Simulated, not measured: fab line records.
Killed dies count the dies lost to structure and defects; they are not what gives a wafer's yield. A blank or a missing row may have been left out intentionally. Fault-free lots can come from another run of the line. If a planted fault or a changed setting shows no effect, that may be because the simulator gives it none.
8D (eight disciplines) problem report, filled in by code ; flow gf180mcu ; the parts of the form that need people (team, actions taken, sign-off) are left out

1. THE ISSUE
At GF_M5_ETCH_09, oes_product_au averages 1.173 a.u. over 2 wafers from 2 lots, while fault-free wafers read 1.003 a.u., standard deviation 0.014. Relative to the usual mean, that is a shift of +12 standard deviations.
The step: etches Si3N4 in CF4/O2, target depth 52 nm, time 11.6 s.
The first sign was on wafer L996.3 at day 30 21:13, on rie_diel-03. Wafers with a number at this step in the record: 39, from 13 lots. Rule for "out" (also "out of limits"): further than 4 standard deviations from the usual mean. Any other wafer with a number is counted as sound.

2. WHAT IT IS AND WHAT IT IS NOT
question;is;is not
which readings at this step;oes_product_au, throttle_valve_pct;drypump_motor_current_A
which lots;L996, L998;L104, L105, L982, L983, L985, L987, L988, L989, L990, L992, L995
which wafers of those lots;L996.3, L998.2;L996.1, L996.2, L998.3, L998.6
read on which tools;rie_diel-03;rie_diel-01, rie_diel-04
when;from day 30 21:13;"up to then (29 sound wafers); but 8 sound wafers of L104, L105, L998 came after"

3. SUSPECTS, AND WHAT RULES EACH OUT
Counting: any tool at a process step up to the reading remains a suspect provided it ran every lot that is out. Sound lots after the first of them don't rule it out here, since some wafers of a struck lot are sound.
- rie_diel-04 at GF_V2_ETCH_17 (etches SiO2 in C4F8/O2/Ar, stops on TiN, target depth 630 nm): kept. It ran every lot that is out, first L996 (day 25 14:46); its last sound lot up to then is L990 (day 23 19:52). With no start given for some of its lots, GF_V2_ETCH_17 uses the hours and lot order of GF_M3_SPUTTER_02.
- rie_diel-03 at GF_M5_ETCH_09 (etches Si3N4 in CF4/O2, target depth 52 nm, time 11.6 s): kept. It ran every lot that is out, first L996 (day 30 21:13); its last sound lot up to then is L992 (day 29 18:16). Its own readings are out on those wafers: oes_product_au, throttle_valve_pct.
- rie_diel-03, GF_M5_ETCH_09: wafers that are out in chamber 0, sound lot-mates in chambers 1, 2, 3.
What counting leaves: rie_diel-04 at GF_V2_ETCH_17 and rie_diel-03 at GF_M5_ETCH_09.

4. THE CAUSE (what the simulator had put in)
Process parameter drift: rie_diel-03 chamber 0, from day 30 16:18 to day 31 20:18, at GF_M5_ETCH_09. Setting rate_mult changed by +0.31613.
2 suspects survive the count, and this tool is in that group.

5. THE EFFECT CHAIN, in route order
Rows list readings where the struck wafers' mean (over those with a number) sits beyond 3 standard deviations from the usual. Only readings whose record carries a usual standard deviation are examined. hours: median over the lots of the time between each lot's start at the first step of this table that gives one and its start at this step. sigmas: the change, counted in usual standard deviations.
hours;step;reading;usual;on struck wafers;change;sigmas
0;GF_M5_ETCH_09;oes_product_au;1.003 a.u.;1.173;+0.171;+12
0;GF_M5_ETCH_09;throttle_valve_pct;5.973 %;6.027;+0.054;+4.9
Process steps it contains:
- GF_M5_ETCH_09: etches Si3N4 in CF4/O2, target depth 52 nm, time 11.6 s.

6. WHAT WOULD HAVE CAUGHT IT SOONER
First out-of-limits reading in this record: day 30 21:13, which is 5 hours after fault onset at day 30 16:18.
